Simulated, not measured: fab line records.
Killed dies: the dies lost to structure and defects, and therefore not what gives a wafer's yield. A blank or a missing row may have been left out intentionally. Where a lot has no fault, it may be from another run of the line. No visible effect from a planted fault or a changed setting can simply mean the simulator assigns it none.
Matching of chambers	flow gf180mcu	GF_POLY_GATE_ETCH_13 on rie-si-02 has 4 sister chambers
The step etches poly-Si in HBr/Cl2, stops on SiO2, target depth 198.5 nm, time 69.6 s. 18 wafers are shown with their chamber, then 8 later ones without.

EACH WAFER AND ITS CHAMBER
wafer	chamber	drypump-motor-current-A (A)	run-length-s (s)	oes-product-au (a.u.)
L566.1	3	6.1	97.7	0.989
L566.2	1	6.4	98.5	0.975
L566.6	1	6.4	98.4	0.963
L567.3	3	6.1	98.3	0.997
L567.4	2	6.7	98.8	0.992
L567.6	1	6.4	98.7	0.982
L568.1	3	6.1	97.9	0.984
L568.4	1	6.5	98.5	0.958
L568.5	3	6.1	98.2	0.988
L571.2	3	6.1	98.0	0.991
L571.4	0	6.4	98.1	0.987
L571.5	1	6.5	98.2	0.967
L576.3	3	6.1	98.0	0.989
L579.6	3	6.1	98.2	0.990
L585.3	3	6.1	97.9	0.998
L585.5	3	6.1	98.0	0.991
L585.6	2	6.8	98.5	0.981
L586.3	2	6.8	98.7	0.995

SIGNATURES (averages over the wafers above)
reading	chamber 0	chamber 1	chamber 2	chamber 3	scatter within a chamber
drypump-motor-current-A	6.400	6.440	6.767	6.100	0.0365
run-length-s	98.100	98.460	98.667	98.022	0.18
oes-product-au	0.98700	0.96900	0.98933	0.99078	0.00669
Rule: a wafer lies at a distance from a chamber equal to the root of the sum of squares, over the readings, of (its reading less the chamber's mean, divided by the reading's scatter). The wafer belongs to the nearest chamber; if the next one is less than 2 further off, it can't be placed. The scatter is the square root of a quotient: the sum, over the shown wafers, of each reading's squared deviation from its chamber's mean, divided by wafers minus chambers.

WAFERS WITHOUT THEIR CHAMBER
wafer	drypump-motor-current-A (A)	run-length-s (s)	oes-product-au (a.u.)
L586.5	6.4	98.0	0.997
L586.6	6.5	98.4	0.986
L588.2	6.1	98.1	1.003
L588.4	6.4	98.2	0.981
L588.6	6.5	98.8	0.981
L589.2	6.1	98.0	1.003
L589.3	6.7	98.6	0.995
L589.6	6.4	98.5	0.995

WHICH CHAMBER EACH ONE RAN IN
wafer	from the rows above	in truth
L586.5	0	0
L586.6	can't be placed: 1 or 0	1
L588.2	3	3
L588.4	can't be placed: 0 or 1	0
L588.6	can't be placed: 1 or 0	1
L589.2	3	3
L589.3	2	2
L589.6	can't be placed: 0 or 1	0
Correct placement for 4 of the 8. Can't be placed from these rows: 4 (the true chamber is among the candidates in 4). Number placed wrongly: 0.
